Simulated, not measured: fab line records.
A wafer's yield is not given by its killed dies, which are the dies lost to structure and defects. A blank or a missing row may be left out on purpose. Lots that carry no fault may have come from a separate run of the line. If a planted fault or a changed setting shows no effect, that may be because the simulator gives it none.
Tool commonality check + flow sky130 + Sample size 12 lots and 36 wafers

## THE REASON FOR OPENING IT
Of 12 lots, 3 have the reading PWDE_TW flagged at SKY_PWDE_TW_MEAS_10. Fault-free wafers read 377.3, with a standard deviation of 2.5.
Rule: a lot is flagged in two cases, either no wafer of it has a number, or all its wafers with numbers fall more than 4 standard deviations from that mean. All remaining lots are regarded as sound.

| lot  | measured    | on            | PWDE_TW, wafer by wafer | flag    |
|------|-------------|---------------|-------------------------|---------|
| L530 | day 3 16:49 | film-metro-04 | 374.0 374.5 375.2       |         |
| L532 | day 4 07:34 | film-metro-01 | 381.1 382.5 379.5       |         |
| L533 | day 4 14:32 | film-metro-04 | 374.2 377.8 375.9       |         |
| L534 | day 4 18:10 | film-metro-04 | 374.3 374.3 375.0       |         |
| L537 | day 5 08:29 | film-metro-01 | 421.7 419.6 419.6       | FLAGGED |
| L538 | day 5 16:34 | film-metro-04 | 421.6 420.7 420.2       | FLAGGED |
| L541 | day 6 14:43 | film-metro-04 | 414.8 417.7 416.3       | FLAGGED |
| L544 | day 7 06:04 | film-metro-04 | 375.8 373.9 374.5       |         |
| L545 | day 7 10:16 | film-metro-04 | 374.0 376.2 374.2       |         |
| L547 | day 7 18:56 | film-metro-02 | 379.3 378.3 380.9       |         |
| L552 | day 9 03:50 | film-metro-04 | 376.0 378.4 375.0       |         |
| L553 | day 9 08:49 | film-metro-04 | 378.0 376.3 375.8       |         |
The mean of the flagged lots' numbers is 419.1, +41.8 from the usual (+17 standard deviations).

## WHICH TOOL RAN EACH LOT
The record keeps 1 process step preceding the reading, out of 708 steps on the route. In each cell: the tool, then ch and the chambers that the sampled wafers went through, then the start.
| lot  | flag    | SKY_PWDE_IMPLANT_08            |
|------|---------|--------------------------------|
| L530 |         | implanter-03 ch 0, day 3 16:34 |
| L532 |         | implanter-03 ch 0, day 4 07:19 |
| L533 |         | implanter-03 ch 0, day 4 14:17 |
| L534 |         | implanter-01 ch 0, day 4 17:55 |
| L537 | FLAGGED | implanter-03 ch 0, day 5 08:16 |
| L538 | FLAGGED | implanter-03 ch 0, day 5 16:19 |
| L541 | FLAGGED | implanter-03 ch 0, day 6 14:28 |
| L544 |         | implanter-02 ch 0, day 7 05:49 |
| L545 |         | implanter-02 ch 0, day 7 10:01 |
| L547 |         | implanter-02 ch 0, day 7 18:41 |
| L552 |         | implanter-01 ch 0, day 9 03:35 |
| L553 |         | implanter-01 ch 0, day 9 08:35 |
These steps, and what they do:
- SKY_PWDE_IMPLANT_08
- SKY_PWDE_TW_MEAS_10

## FLAGGED OVER TOTAL, TOOL BY TOOL (the gauges that took the reading come last)
| step                | tool          | lots run | flagged | share of the flagged lots | sound lots run after its first flagged lot |
|---------------------|---------------|----------|---------|---------------------------|--------------------------------------------|
| SKY_PWDE_IMPLANT_08 | implanter-01  | 3        | 0       | none                      | -                                          |
| SKY_PWDE_IMPLANT_08 | implanter-02  | 3        | 0       | none                      | -                                          |
| SKY_PWDE_IMPLANT_08 | implanter-03  | 6        | 3       | all                       | 0                                          |
| SKY_PWDE_TW_MEAS_10 | film-metro-01 | 2        | 1       | some                      | 0                                          |
| SKY_PWDE_TW_MEAS_10 | film-metro-02 | 1        | 0       | none                      | -                                          |
| SKY_PWDE_TW_MEAS_10 | film-metro-04 | 9        | 2       | some                      | 4 (L544,L545,L552,L553)                    |

## WHAT THE TABLE PERMITS
1 row of the table ran every flagged lot: implanter-03 at SKY_PWDE_IMPLANT_08.
- implanter-03 at SKY_PWDE_IMPLANT_08 ran 6 lots, 3 of them flagged. Last sound lot L533 at day 4 14:17, first flagged lot L537 at day 5 08:16; a fault beginning in between fits. Its own readings (beam-on-s, faraday-current-uA) fall more than 4 standard deviations out on all wafers of the flagged lots.
One tool is left: implanter-03 at SKY_PWDE_IMPLANT_08.

## WHAT THE SIMULATOR HAD INSERTED
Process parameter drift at SKY_PWDE_IMPLANT_08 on implanter-03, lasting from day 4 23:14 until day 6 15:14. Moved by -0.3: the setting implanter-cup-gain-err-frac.
Lots struck among those shown: L537, L538, L541. The rule above found the same.
